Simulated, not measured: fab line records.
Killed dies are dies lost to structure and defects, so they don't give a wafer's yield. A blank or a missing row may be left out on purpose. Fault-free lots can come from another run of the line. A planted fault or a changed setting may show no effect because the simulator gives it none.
Chamber matching    flow sky130    SKY_POLY_GATE_ETCH_15 on rie diel-02: 4 sister chambers
The step etches BARC in N2/H2, stops on SiO2, time 118.5 s, target depth 110 nm. 7 wafers are shown with their chamber, then 7 later ones without.

== WAFERS WITH THEIR CHAMBER ==
wafer   chamber  drypump motor current A (A)  throttle valve pct (%)
L484.2  2        5.9                          13.223
L484.4  1        5.4                          13.197
L484.6  1        5.5                          13.211
L487.4  0        5.8                          13.221
L487.5  0        5.8                          13.200
L490.3  3        6.1                          13.213
L490.4  3        6.1                          13.212

== WAFERS WHOSE CHAMBER IS MISSING ==
wafer   drypump motor current A (A)  throttle valve pct (%)
L490.5  5.8                          13.216
L492.1  5.9                          13.205
L492.5  6.1                          13.205
L492.6  5.8                          13.228
L494.1  6.1                          13.189
L494.5  5.5                          13.211
L494.6  5.9                          13.213

== THE CHAMBER EACH PASSED THROUGH ==
wafer   from the rows above      in truth
L490.5  0                        0
L492.1  can't be placed: 2 or 0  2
L492.5  3                        3
L492.6  can't be placed: 0 or 2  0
L494.1  3                        3
L494.5  1                        1
L494.6  can't be placed: 2 or 0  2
4 of 7 placed correctly. Can't be placed from these rows: 3 (the true chamber is among the candidates in 3). 0 placed wrongly.
How it was worked out, from the rows above alone: a wafer's distance from a chamber is the root of the sum, over the readings, of the square of ((its reading less the chamber's mean) divided by the reading's scatter). The wafer belongs to the nearest chamber; if the next one is less than 2 further off, it can't be placed. The mean given for a chamber averages the wafers shown for that chamber. The scatter: take each reading less its chamber's mean, square it, sum over the shown wafers, divide by the number of wafers less the number of chambers, and take the root.
